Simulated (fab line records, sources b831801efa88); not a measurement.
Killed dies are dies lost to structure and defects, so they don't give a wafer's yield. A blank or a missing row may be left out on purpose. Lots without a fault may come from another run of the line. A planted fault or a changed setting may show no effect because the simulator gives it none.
One fault seen from 2 desks | flow gf180mcu | each desk has only its own numbers; what lay behind them comes last

THE METROLOGY DESK
What the gauges read, lot by lot, whatever tool the lot ran on: means of the sampled wafers that have a number. A lot is out of limits, marked OUT, if its mean lies more than 4 standard deviations from the usual mean; the brackets give that distance.
Columns: A = cd_nm at GF_M3_CD_MEAS_14, usual 279.9 nm; B = V3_CVD_02_THK at GF_V3_THK_MEAS_03, usual 851 nm
lot  | first seen here | A     | B
L808 | day 21 03:16    | 280.3 | 859
L809 | day 21 13:43    | 280.1 | 863
L810 | day 21 21:56    | 278.4 | 855
L812 | day 23 00:10    | 280.5 | 848
L816 | day 24 22:36    | 279.0 | 1092 (+22) OUT
L817 | day 25 02:20    | 280.1 | 1102 (+23) OUT
L827 | day 27 20:03    | 282.9 | 847
L828 | day 28 00:40    | 280.9 | 843
L830 | day 28 18:31    | 279.9 | 847
L829 | day 28 18:55    | 279.0 | 851
L831 | day 28 21:55    | 278.2 | 851
This desk's finding: out of limits on L816, L817; first on L816, day 24 23:36 (V3_CVD_02_THK at GF_V3_THK_MEAS_03). In limits: L808, L809, L810, L812, L827, L828, L830, L829, L831.

THE TOOL OWNER'S DESK: pecvd-04
The tool's own readings at GF_V3_CVD_02 (deposits SiO2 from TEOS, target thk 850 nm, time 94.851 s): means of the sampled wafers that have a number, for each lot that ran on this tool. A lot is out of limits, marked OUT, if its mean lies more than 4 standard deviations from the usual mean; the brackets give that distance.
Columns: A = heater_power_w at GF_V3_CVD_02, usual 681 W
lot  | first seen here | A
L808 | day 21 04:12    | 652
L809 | day 21 14:39    | 631
L810 | day 21 22:53    | 615
L816 | day 24 23:32    | 631
L817 | day 25 03:17    | 638
L830 | day 28 19:29    | 554
This desk's finding: nothing out of limits on any of the 6 lots.

PUT TOGETHER
The metrology desk could have raised an alarm at day 24 23:36, on L816, L817.
The tool owner's desk saw nothing out of limits.
The tool owner's desk has L816, L817 on record, within its limits.
Of the lots named, all ran GF_V3_CVD_02 on pecvd-04.

WHAT THE SIMULATOR HAD PUT IN
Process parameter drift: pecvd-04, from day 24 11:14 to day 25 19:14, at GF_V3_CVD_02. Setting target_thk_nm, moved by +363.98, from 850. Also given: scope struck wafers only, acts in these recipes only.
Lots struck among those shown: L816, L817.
Hours from the fault's start to each desk's first reading out of limits: the metrology desk, 12.
